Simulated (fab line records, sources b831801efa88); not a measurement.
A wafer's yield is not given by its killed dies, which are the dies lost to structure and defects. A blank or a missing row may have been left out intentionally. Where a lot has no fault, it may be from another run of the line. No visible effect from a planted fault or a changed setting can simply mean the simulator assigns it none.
2 desks looking at one fault + flow sky130 + each desk has only its own numbers; what lay behind them comes last

== AT THE METROLOGY DESK ==
What the gauges read, lot by lot, whatever tool the lot ran on: means of the sampled wafers that have a number. Marked OUT: a lot whose mean sits more than 4 standard deviations from the usual mean, which makes it out of limits; the brackets give that distance.
Columns: A = RES_XHIGH_TW at SKY_RES_XHIGH_TW_MEAS_09, usual 1646; B = CONTACT_OVL at SKY_CONTACT_OVL_MEAS_15, usual 2 nm
| lot  | first seen here | A    | B  |
|------|-----------------|------|----|
| L884 | day 28 05:25    | 1622 | -1 |
| L885 | day 28 12:37    | 1671 | -4 |
| L886 | day 28 17:41    | 1626 | -6 |
| L893 | day 29 10:33    | 1641 | -0 |
| L892 | day 29 11:14    | 1663 | 4  |
| L891 | day 29 11:29    | 1628 | -1 |
| L896 | day 29 18:18    | 1668 | 7  |
| L898 | day 35 03:30    | 1615 | 8  |
| L899 | day 35 15:16    | 1641 | -1 |
| L902 | day 35 17:29    | 1655 | 4  |
| L901 | day 35 18:41    | 1674 | 5  |
| L907 | day 36 00:15    | 1631 | 4  |
| L906 | day 36 02:53    | 1626 | 2  |
This desk's verdict: no lot among the 13 shows anything out of limits.

== AT THE TOOL OWNER'S DESK: cmp-01 ==
The tool's own readings at SKY_CONTACT_CMP_04 (polishes SiO2): means of the sampled wafers that have a number, for each lot that ran on this tool. Marked OUT: a lot whose mean sits more than 4 standard deviations from the usual mean, which makes it out of limits; the brackets give that distance.
Columns: A = motorCurrentA at SKY_CONTACT_CMP_04, usual 12.4 A; B = retainingRingPressureFrac at SKY_CONTACT_CMP_04, usual 1.000; C = timeToEndpointS at SKY_CONTACT_CMP_04, usual 83 s
| lot  | first seen here | A    | B     | C  |
|------|-----------------|------|-------|----|
| L884 | day 32 00:37    | 11.7 | 0.998 | 87 |
| L886 | day 32 11:05    | 12.7 | 0.999 | 89 |
| L892 | day 33 02:56    | 12.4 | 1.003 | 94 |
| L891 | day 33 03:14    | 12.2 | 1.004 | 93 |
| L896 | day 33 10:26    | 11.2 | 0.996 | 94 |
| L898 | day 38 16:22    | 12.4 | 0.999 | 81 |
| L899 | day 39 04:15    | 12.2 | 0.999 | 84 |
| L902 | day 39 05:53    | 13.2 | 1.000 | 85 |
| L906 | day 39 14:21    | 12.4 | 0.995 | 80 |
This desk's verdict: no lot among the 9 shows anything out of limits.

== TAKEN TOGETHER ==
Metrology desk: nothing out of limits seen.
Nothing out of limits was seen by the tool owner's desk.

== WHAT THE SIMULATOR PUT IN ==
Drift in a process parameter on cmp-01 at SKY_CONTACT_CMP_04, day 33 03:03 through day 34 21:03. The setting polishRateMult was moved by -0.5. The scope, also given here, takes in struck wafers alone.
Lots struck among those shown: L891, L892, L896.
